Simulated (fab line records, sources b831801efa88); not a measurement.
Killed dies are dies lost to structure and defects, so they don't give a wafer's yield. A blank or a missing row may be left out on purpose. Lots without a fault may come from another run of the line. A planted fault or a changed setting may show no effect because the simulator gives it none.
Which tool did it? | flow gf180mcu | 12 lots, 36 wafers sampled, at 1 step of a route of 602

WHAT THE GAUGES READ, wafer by wafer
GF_SAB_OVL_MEAS_10.
lot  | measured     | on         | SAB_OVL (nm)
L075 | day 15 06:40 | overlay-02 | 1.3 -0.5 0.6
L077 | day 16 00:33 | overlay-02 | -0.9 -0.4 -0.2
L079 | day 17 01:32 | overlay-02 | 1.6 0.5 1.0
L081 | day 17 19:17 | overlay-02 | 0.3 0.9 -1.1
L083 | day 18 08:19 | overlay-02 | -0.4 -0.7 -1.3
L085 | day 19 05:50 | overlay-02 | 1.6 -1.1 1.0
L087 | day 19 20:47 | overlay-01 | -0.3 -0.1 0.0
L089 | day 20 14:08 | overlay-01 | 1.5 0.1 0.6
L091 | day 21 05:22 | overlay-01 | 0.2 -1.0 0.4
L093 | day 22 01:47 | overlay-01 | 1.5 1.4 1.9
L095 | day 22 15:56 | overlay-01 | -0.8 0.2 -0.5
L097 | day 23 09:13 | overlay-01 | -1.2 0.6 -2.9

WHICH TOOL RAN EACH LOT (tool, then ch and the chambers of the sampled wafers, then the start)
The record holds no process step before these readings.

THE ANSWER, worked out from the rows above alone
Rule: what is usual is taken from the lots themselves. Put in order of their means at a reading, lots are off if they are a third of the lots or fewer, leave a main group of 4 or more, and stand apart from it by a gap of 3 or more times the standard deviation of the main group's means; of several such gaps the widest counts. A main group whose means are all the same, to the digits that the tables above print for the reading, isn't used. A lot without any number at a reading at which 4 lots or more have one is off too. The other lots that the step has rows for count as sound.
No lot is off at any reading shown: from this, nothing can be told.

WHAT THE SIMULATOR HAD PUT IN
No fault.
